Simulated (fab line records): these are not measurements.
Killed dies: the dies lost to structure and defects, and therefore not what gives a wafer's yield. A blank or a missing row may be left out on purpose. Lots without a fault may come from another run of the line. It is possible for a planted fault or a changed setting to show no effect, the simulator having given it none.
What tool caused it? / flow sky130 / Sampling: 13 lots, 39 wafers, 5 of 708 route steps

## WHAT THE GAUGES READ, wafer by wafer
SKY_SONOS_ONO_THK_MEAS_01.
lot=L382; measured=day 11 04:34; on=film metro-02; SONOS_ONO_OXIDATION_THK (nm)=2.65 2.58 2.62
lot=L383; measured=day 11 18:31; on=film metro-02; SONOS_ONO_OXIDATION_THK (nm)=2.59 2.66 2.56
lot=L384; measured=day 12 07:08; on=film metro-03; SONOS_ONO_OXIDATION_THK (nm)=2.62 2.64 2.64
lot=L386; measured=day 12 19:53; on=film metro-03; SONOS_ONO_OXIDATION_THK (nm)=2.64 2.63 2.60
lot=L389; measured=day 13 16:42; on=film metro-03; SONOS_ONO_OXIDATION_THK (nm)=2.20 2.21 2.18
lot=L390; measured=day 14 03:48; on=film metro-01; SONOS_ONO_OXIDATION_THK (nm)=2.25 2.23 2.23
lot=L395; measured=day 15 19:44; on=film metro-01; SONOS_ONO_OXIDATION_THK (nm)=2.58 2.59 2.59
lot=L398; measured=day 16 14:13; on=film metro-03; SONOS_ONO_OXIDATION_THK (nm)=2.80 2.77 2.76
lot=L401; measured=day 17 15:47; on=film metro-03; SONOS_ONO_OXIDATION_THK (nm)=2.59 2.64 2.61
lot=L402; measured=day 17 23:11; on=film metro-02; SONOS_ONO_OXIDATION_THK (nm)=2.56 2.65 2.61
lot=L403; measured=day 18 04:24; on=film metro-01; SONOS_ONO_OXIDATION_THK (nm)=2.57 2.51 2.51
lot=L404; measured=day 18 22:01; on=film metro-01; SONOS_ONO_OXIDATION_THK (nm)=2.68 2.71 2.65
lot=L405; measured=day 19 04:25; on=film metro-03; SONOS_ONO_OXIDATION_THK (nm)=2.60 2.62 2.66

SKY_LDD_P_CD_MEAS_07: target cd 380 nm.
lot=L382; measured=day 18 19:28; on=cd sem-01; cd nm (nm)=374.9 375.7 375.2
lot=L383; measured=day 19 08:09; on=cd sem-02; cd nm (nm)=381.6 380.9 381.2
lot=L384; measured=day 19 22:43; on=cd sem-02; cd nm (nm)=377.8 377.7 379.4
lot=L386; measured=day 20 17:02; on=cd sem-02; cd nm (nm)=384.4 380.0 381.9
lot=L389; measured=day 21 13:49; on=cd sem-02; cd nm (nm)=381.3 379.5 381.4
lot=L390; measured=day 22 05:10; on=cd sem-01; cd nm (nm)=384.1 383.6 385.5
lot=L395; measured=day 24 18:20; on=cd sem-01; cd nm (nm)=377.0 381.0 379.4
lot=L398; measured=day 24 17:35; on=cd sem-01; cd nm (nm)=382.6 385.4 383.9
lot=L401; measured=day 25 20:07; on=cd sem-01; cd nm (nm)=379.2 379.9 381.1
lot=L402; measured=day 26 04:57; on=cd sem-01; cd nm (nm)=383.6 383.0 381.8
lot=L403; measured=day 26 08:47; on=cd sem-02; cd nm (nm)=381.1 381.3 381.0
lot=L404; measured=day 26 20:44; on=cd sem-01; cd nm (nm)=379.5 379.5 379.4
lot=L405; measured=day 27 03:41; on=cd sem-02; cd nm (nm)=375.3 375.3 379.2

SKY_METAL1_CD_MEAS_15: target cd 140 nm.
lot=L382; measured=day 32 13:17; on=cd sem-01; cd nm (nm)=141.0 141.0 139.9
lot=L383; measured=day 33 02:39; on=cd sem-02; cd nm (nm)=140.4 138.5 140.0
lot=L384; measured=day 33 13:44; on=cd sem-01; cd nm (nm)=137.2 137.2 138.0
lot=L386; measured=day 34 08:20; on=cd sem-01; cd nm (nm)=141.1 140.9 141.1
lot=L389; measured=day 35 01:49; on=cd sem-02; cd nm (nm)=140.0 140.3 139.3
lot=L390; measured=day 35 14:43; on=cd sem-01; cd nm (nm)=139.9 140.7 139.7
lot=L395; measured=day 37 22:42; on=cd sem-02; cd nm (nm)=142.4 143.3 142.5
lot=L398; measured=day 37 18:33; on=cd sem-02; cd nm (nm)=141.6 142.1 142.4
lot=L401; measured=day 38 17:02; on=cd sem-01; cd nm (nm)=141.1 140.4 139.9
lot=L402; measured=day 39 02:59; on=cd sem-01; cd nm (nm)=140.1 139.1 138.7
lot=L403; measured=day 39 05:32; on=cd sem-01; cd nm (nm)=139.7 141.8 140.7
lot=L404; measured=day 39 13:34; on=cd sem-02; cd nm (nm)=141.1 142.1 143.1
lot=L405; measured=day 39 18:21; on=cd sem-01; cd nm (nm)=138.7 139.1 137.6

SKY_VIA1_CD_MEAS_12: target cd 150 nm.
lot=L382; measured=day 33 16:25; on=cd sem-02; cd nm (nm)=149.1 148.6 149.0
lot=L383; measured=day 34 07:17; on=cd sem-01; cd nm (nm)=152.6 150.6 153.8
lot=L384; measured=day 34 18:13; on=cd sem-02; cd nm (nm)=147.7 147.0 147.5
lot=L386; measured=day 35 12:16; on=cd sem-01; cd nm (nm)=149.2 149.7 149.5
lot=L389; measured=day 36 05:37; on=cd sem-01; cd nm (nm)=149.4 148.8 147.9
lot=L390; measured=day 36 18:04; on=cd sem-01; cd nm (nm)=150.0 151.1 150.5
lot=L395; measured=day 39 02:09; on=cd sem-02; cd nm (nm)=149.9 149.7 150.3
lot=L398; measured=day 38 20:23; on=cd sem-02; cd nm (nm)=150.1 147.6 148.2
lot=L401; measured=day 39 19:22; on=cd sem-02; cd nm (nm)=147.3 148.8 145.9
lot=L402; measured=day 40 05:30; on=cd sem-01; cd nm (nm)=153.4 153.9 153.9
lot=L403; measured=day 40 07:38; on=cd sem-01; cd nm (nm)=149.4 151.3 149.1
lot=L404; measured=day 40 15:36; on=cd sem-02; cd nm (nm)=146.4 147.8 146.5
lot=L405; measured=day 40 20:31; on=cd sem-01; cd nm (nm)=150.3 149.7 151.0

## EACH LOT AND THE TOOL THAT RAN IT (in order: tool; ch and the chambers of the sampled wafers; start)
lot=L382; SKY_SONOS_ONO_OXIDATION_00=furnace-02 ch 0, day 11 03:13
lot=L383; SKY_SONOS_ONO_OXIDATION_00=furnace-02 ch 0, day 11 17:09
lot=L384; SKY_SONOS_ONO_OXIDATION_00=furnace-02 ch 0, day 12 05:47
lot=L386; SKY_SONOS_ONO_OXIDATION_00=furnace-02 ch 0, day 12 18:32
lot=L389; SKY_SONOS_ONO_OXIDATION_00=furnace-02 ch 0, day 13 15:20
lot=L390; SKY_SONOS_ONO_OXIDATION_00=furnace-02 ch 0, day 14 02:27
lot=L395; SKY_SONOS_ONO_OXIDATION_00=furnace-01 ch 0, day 15 18:23
lot=L398; SKY_SONOS_ONO_OXIDATION_00=furnace-02 ch 0, day 16 12:51
lot=L401; SKY_SONOS_ONO_OXIDATION_00=furnace-02 ch 0, day 17 14:26
lot=L402; SKY_SONOS_ONO_OXIDATION_00=furnace-01 ch 0, day 17 21:50
lot=L403; SKY_SONOS_ONO_OXIDATION_00=furnace-02 ch 0, day 18 03:02
lot=L404; SKY_SONOS_ONO_OXIDATION_00=furnace-02 ch 0, day 18 20:40
lot=L405; SKY_SONOS_ONO_OXIDATION_00=furnace-02 ch 0, day 19 03:04
- SKY_SONOS_ONO_OXIDATION_00: stabilise 600 s, purge 300 s, target thk 2.6 nm.

## AS READ BY THE TOOLS THEMSELVES (means over the sampled wafers that have a number; for cases with no such wafer, the mark the record gives instead)
SKY_SONOS_ONO_OXIDATION_00.
lot=L382; tool=furnace-02; ox temp c (C)=799.8; zone power lower pct (%)=13.87
lot=L383; tool=furnace-02; ox temp c (C)=800.4; zone power lower pct (%)=13.99
lot=L384; tool=furnace-02; ox temp c (C)=800.0; zone power lower pct (%)=13.96
lot=L386; tool=furnace-02; ox temp c (C)=800.1; zone power lower pct (%)=13.85
lot=L389; tool=furnace-02; ox temp c (C)=800.2; zone power lower pct (%)=13.94
lot=L390; tool=furnace-02; ox temp c (C)=800.4; zone power lower pct (%)=13.89
lot=L395; tool=furnace-01; ox temp c (C)=799.8; zone power lower pct (%)=14.06
lot=L398; tool=furnace-02; ox temp c (C)=800.4; zone power lower pct (%)=13.97
lot=L401; tool=furnace-02; ox temp c (C)=800.2; zone power lower pct (%)=13.87
lot=L402; tool=furnace-01; ox temp c (C)=800.4; zone power lower pct (%)=13.78
lot=L403; tool=furnace-02; ox temp c (C)=800.1; zone power lower pct (%)=13.93
lot=L404; tool=furnace-02; ox temp c (C)=800.4; zone power lower pct (%)=13.75
lot=L405; tool=furnace-02; ox temp c (C)=800.1; zone power lower pct (%)=13.90

## THE ANSWER, worked out from the rows above alone
Rule: what is usual is taken from the lots themselves. The widest of any qualifying gaps counts: lots, ordered by their means at a reading, are off when they make up no more than a third of the lots, leave a main group of 4 or more, and stand apart from it by 3 or more times the standard deviation of that group's means. If all means in a main group match to the digits the tables above print for the reading, that group is not used. A lot without any number at a reading at which 4 lots or more have one is off too. The other lots that the step has rows for count as sound. After the gauges, taken in route order, come the tools' own readings; for these a lot's mean is taken, as printed above. At the first step where some lot is off, the reading lying furthest off is the one used; lots without a number count as furthest.
Off: at SKY_SONOS_ONO_THK_MEAS_01 (SONOS_ONO_OXIDATION_THK), L389, L390. The main group has a mean of 2.63 nm with a standard deviation of 0.058.
A tool fits if, at a process step before that reading, it ran every lot that is off, and no sound lot after the first of them. Those tools and the gauges at SKY_SONOS_ONO_THK_MEAS_01 are tried in the same way. No candidate that was tried fits.

## WHAT WAS PUT IN BY THE SIMULATOR
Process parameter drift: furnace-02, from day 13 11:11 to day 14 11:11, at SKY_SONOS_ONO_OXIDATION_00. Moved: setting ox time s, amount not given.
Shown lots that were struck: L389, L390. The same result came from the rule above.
